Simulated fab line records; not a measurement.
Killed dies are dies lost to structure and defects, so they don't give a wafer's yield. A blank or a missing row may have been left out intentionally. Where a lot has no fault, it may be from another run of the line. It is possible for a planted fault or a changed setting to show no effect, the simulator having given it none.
Matching of chambers -- flow sky130 -- pecvd-04 running SKY_CAPM_CVD_00: 3 sister chambers
The step deposits SiO2, target thk 15.5 nm. 6 wafers are shown with their chamber, then 12 later ones without.

== EACH WAFER AND ITS CHAMBER ==
wafer,chamber,heater-power-w (W)
L085.1,1,562
L085.2,0,684
L085.3,2,913
L085.4,1,586
L085.5,0,679
L085.6,2,885

== WAFERS WITHOUT THEIR CHAMBER ==
wafer,heater-power-w (W)
L089.2,835
L089.3,652
L089.5,846
L092.3,733
L092.4,683
L092.6,690
L093.1,826
L093.2,672
L093.3,689
L096.1,906
L096.3,914
L096.4,556

== CHAMBER TAKEN BY EACH ==
wafer,from the rows above,in truth
L089.2,2,2
L089.3,0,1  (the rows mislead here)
L089.5,2,2
L092.3,0,0
L092.4,0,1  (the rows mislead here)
L092.6,0,0
L093.1,2,2
L093.2,0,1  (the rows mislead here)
L093.3,0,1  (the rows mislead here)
L096.1,2,2
L096.3,2,2
L096.4,1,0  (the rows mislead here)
Correctly placed: 7 of 12. From these rows, 0 cannot be placed. 5 placed wrongly.
How it was worked out, from the rows above alone: a wafer's distance from a chamber is the root of the sum, over the readings, of the square of ((its reading less the chamber's mean) divided by the reading's scatter). The wafer belongs to the nearest chamber; if the next one is less than 2 further off, it can't be placed. For every chamber, the mean is computed from those of its wafers that are shown. The scatter: take each reading less its chamber's mean, square it, sum over the shown wafers, divide by the number of wafers less the number of chambers, and take the root.
